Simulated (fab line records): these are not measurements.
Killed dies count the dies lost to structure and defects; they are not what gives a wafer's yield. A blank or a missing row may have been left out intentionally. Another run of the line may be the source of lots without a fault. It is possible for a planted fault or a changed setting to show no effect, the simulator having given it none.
Chamber matching + flow sky130 + cmp-02 running SKY_FIELD_ISO_CMP_27: 4 sister chambers
The step polishes, stops on Si3N4, t overpolish 16 s, target thk 457.8 nm. 4 wafers are shown with their chamber, then 10 later ones without.

## WAFERS, EACH WITH ITS CHAMBER
| wafer  | chamber | motor_current_A (A) |
|--------|---------|---------------------|
| L547.2 | 2       | 13.0                |
| L548.4 | 1       | 12.4                |
| L556.2 | 0       | 11.5                |
| L556.3 | 3       | 12.8                |

## WAFERS WITHOUT THEIR CHAMBER
| wafer  | motor_current_A (A) |
|--------|---------------------|
| L556.5 | 12.5                |
| L558.3 | 12.0                |
| L558.4 | 12.1                |
| L558.6 | 12.3                |
| L560.2 | 11.8                |
| L560.3 | 11.8                |
| L560.4 | 12.5                |
| L562.3 | 11.9                |
| L562.4 | 11.9                |
| L562.5 | 12.3                |

## WHICH CHAMBER EACH WENT THROUGH
| wafer  | from the rows above          | in truth |
|--------|------------------------------|----------|
| L556.5 | can't be placed: 1 or 3 or 2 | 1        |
| L558.3 | can't be placed: 1 or 0 or 3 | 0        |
| L558.4 | can't be placed: 1 or 0 or 3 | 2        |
| L558.6 | can't be placed: 1 or 3      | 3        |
| L560.2 | can't be placed: 0 or 1      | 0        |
| L560.3 | can't be placed: 0 or 1      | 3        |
| L560.4 | can't be placed: 1 or 3 or 2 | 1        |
| L562.3 | can't be placed: 0 or 1 or 3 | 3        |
| L562.4 | can't be placed: 0 or 1 or 3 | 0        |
| L562.5 | can't be placed: 1 or 3      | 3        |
Correctly placed: 0 of 10. These rows do not allow placing 10 (true chamber among the candidates in 8). Number placed wrongly: 0.
How it was worked out, from the rows above alone: a wafer's distance from a chamber is the root of the sum, over the readings, of the square of ((its reading less the chamber's mean) divided by the reading's scatter). The wafer belongs to the nearest chamber; if the next one is less than 2 further off, it can't be placed. The mean given for a chamber averages the wafers shown for that chamber. The scatter: with one shown wafer a chamber, the root of the mean of the squares of how far each hidden wafer lies from its nearest shown one.
